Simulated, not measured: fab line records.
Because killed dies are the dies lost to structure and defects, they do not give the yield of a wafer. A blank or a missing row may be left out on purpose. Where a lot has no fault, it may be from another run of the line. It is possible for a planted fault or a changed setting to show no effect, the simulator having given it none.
The tool behind it: which one?	flow sky130	13 lots with 39 wafers sampled at 4 steps, on a route of 708 steps

== WHAT THE GAUGES READ, wafer by wafer ==
SKY_PASSIVATION_THK_MEAS_03. Usual: PASSIVATION_CVD_02_THK gives 540 nm (standard deviation 7.8).
lot	measured	on	PASSIVATION_CVD_02_THK (nm)	flag
L540	day 43 13:03	filmMetro-04	534 529 539	
L542	day 44 00:49	filmMetro-03	540 533 534	
L544	day 44 15:27	filmMetro-04	527 535 539	
L546	day 46 05:50	filmMetro-02	537 544 547	
L547	day 46 05:12	filmMetro-04	534 544 551	
L548	day 46 03:39	filmMetro-02	537 548 552	
L549	day 46 10:25	filmMetro-02	529 528 531	
L550	day 46 11:53	filmMetro-03	535 547 535	
L552	day 46 19:37	filmMetro-03	529 546 546	
L560	day 48 21:29	filmMetro-02	548 542 548	
L561	day 48 23:49	filmMetro-03	539 537 553	
L562	day 49 02:59	filmMetro-04	555 541 550	
L563	day 50 06:44	filmMetro-04	552 557 552	

== TOOL THAT RAN EACH LOT (tool first, then ch and the chambers of the sampled wafers, then the start) ==
lot	SKY_GATE_OXIDE_CLEAN_00	SKY_VIA4_STRIP_13	SKY_METAL5_SPUTTER_04
L540	wetBench-04 ch 3, day 12 09:59	plasmaAsher-04 ch 0,1, day 42 11:39	pvdSputter-04, day 42 13:11
L542	wetBench-01 ch 2, day 13 05:41	plasmaAsher-04 ch 0,1, day 43 00:45	pvdSputter-04, day 43 02:10
L544	wetBench-03 ch 1, day 14 00:25	plasmaAsher-01 ch 0, day 43 14:07	pvdSputter-02, day 43 15:31
L546	wetBench-01 ch 2, day 15 09:19	plasmaAsher-04 ch 0,1, day 45 05:54	pvdSputter-02, day 45 07:46
L547	wetBench-01 ch 2, day 15 09:38	plasmaAsher-01 ch 0,1, day 45 05:41	pvdSputter-01, day 45 07:10
L548	wetBench-01 ch 0, day 15 09:56	plasmaAsher-04 ch 0,1, day 45 04:12	pvdSputter-01, day 45 05:36
L549	wetBench-01 ch 0, day 15 22:50	plasmaAsher-01 ch 0,1, day 45 11:15	pvdSputter-04, day 45 12:42
L550	wetBench-03 ch 0, day 16 03:56	plasmaAsher-02 ch 0,1, day 45 12:41	pvdSputter-02, day 45 14:12
L552	wetBench-01 ch 0, day 16 19:55	plasmaAsher-04 ch 0,1, day 45 20:56	pvdSputter-04, day 45 22:20
L560	wetBench-04 ch 2, day 19 06:49	plasmaAsher-01 ch 0,1, day 48 00:09	pvdSputter-02, day 48 01:33
L561	wetBench-01 ch 2, day 19 13:08	plasmaAsher-01 ch 0,1, day 48 02:40	pvdSputter-02, day 48 04:07
L562	wetBench-01 ch 2, day 20 04:01	plasmaAsher-04 ch 0,1, day 48 05:29	pvdSputter-01, day 48 07:11
L563	wetBench-03 ch 1, day 20 15:10	plasmaAsher-01 ch 0, day 49 11:19	pvdSputter-01, day 49 12:52
- SKY_GATE_OXIDE_CLEAN_00: cleans in SC1/SC2, time 150 s.
- SKY_VIA4_STRIP_13: strips in O2/N2.
- SKY_METAL5_SPUTTER_04: material TiN, target thk 70 nm, time 58.3 s.

== AS READ BY THE TOOLS THEMSELVES (means over the sampled wafers that have a number; for cases with no such wafer, the mark the record gives instead) ==
SKY_GATE_OXIDE_CLEAN_00. Usual: 69.98 C for tempC, sd 0.13.
lot	tool	tempC (C)	flag
L540	wetBench-04	69.82	
L542	wetBench-01	69.97	
L544	wetBench-03	70.00	
L546	wetBench-01	70.11	
L547	wetBench-01	69.98	
L548	wetBench-01	70.05	
L549	wetBench-01	70.01	
L550	wetBench-03	70.04	
L552	wetBench-01	70.06	
L560	wetBench-04	69.92	
L561	wetBench-01	70.02	
L562	wetBench-01	70.05	
L563	wetBench-03	69.85	

SKY_VIA4_STRIP_13. Usual: drypumpMotorCurrentA 5.8 A, standard deviation 0.36; o2FlowSccm 3001 sccm, standard deviation 9.2; oesProductAu 0.709 a.u., standard deviation 0.0045; stripTimeToEndpointS 12.808 s, standard deviation 0.029.
lot	tool	drypumpMotorCurrentA (A)	o2FlowSccm (sccm)	oesProductAu (a.u.)	stripTimeToEndpointS (s)	flag
L540	plasmaAsher-04	5.7	3002	0.708	12.782	
L542	plasmaAsher-04	5.5	3002	0.711	12.809	
L544	plasmaAsher-01	5.5	2987	0.712	12.804	
L546	plasmaAsher-04	5.5	2996	0.706	12.781	
L547	plasmaAsher-01	5.8	3004	0.708	12.800	
L548	plasmaAsher-04	5.7	3009	0.708	12.808	
L549	plasmaAsher-01	5.8	3001	0.713	12.773	
L550	plasmaAsher-02	6.2	3005	0.714	12.805	
L552	plasmaAsher-04	5.5	2994	0.707	12.803	
L560	plasmaAsher-01	5.8	3008	0.714	12.802	
L561	plasmaAsher-01	6.0	3003	0.711	12.798	
L562	plasmaAsher-04	5.5	3004	0.706	12.797	
L563	plasmaAsher-01	5.5	2997	0.712	12.828	

SKY_METAL5_SPUTTER_04. Usual: 30.4 % for throttleValvePct, sd 1.
lot	tool	throttleValvePct (%)	flag
L540	pvdSputter-04	29.6	
L542	pvdSputter-04	31.2	
L544	pvdSputter-02	29.7	
L546	pvdSputter-02	30.2	
L547	pvdSputter-01	31.0	
L548	pvdSputter-01	30.8	
L549	pvdSputter-04	30.9	
L550	pvdSputter-02	29.9	
L552	pvdSputter-04	30.8	
L560	pvdSputter-02	30.1	
L561	pvdSputter-02	29.6	
L562	pvdSputter-01	30.7	
L563	pvdSputter-01	30.8	

== THE ANSWER, worked out from the rows above alone ==
Rule: take the mean of a lot's wafers that have a number; if it is more than 3 standard deviations from the usual mean, the lot is off. A lot without any number at a reading at which 4 lots or more have one is off too. All remaining lots with rows at the step are treated as sound. After the gauges, taken in route order, come the tools' own readings; for these a lot's mean is taken, as printed above. The first step at which some lot is off is used, and at that step the reading that is off furthest; a lot without a number counts as furthest.
No lot is off on any of the readings shown, so nothing can be concluded from this.

== WHAT THE SIMULATOR HAD PUT IN ==
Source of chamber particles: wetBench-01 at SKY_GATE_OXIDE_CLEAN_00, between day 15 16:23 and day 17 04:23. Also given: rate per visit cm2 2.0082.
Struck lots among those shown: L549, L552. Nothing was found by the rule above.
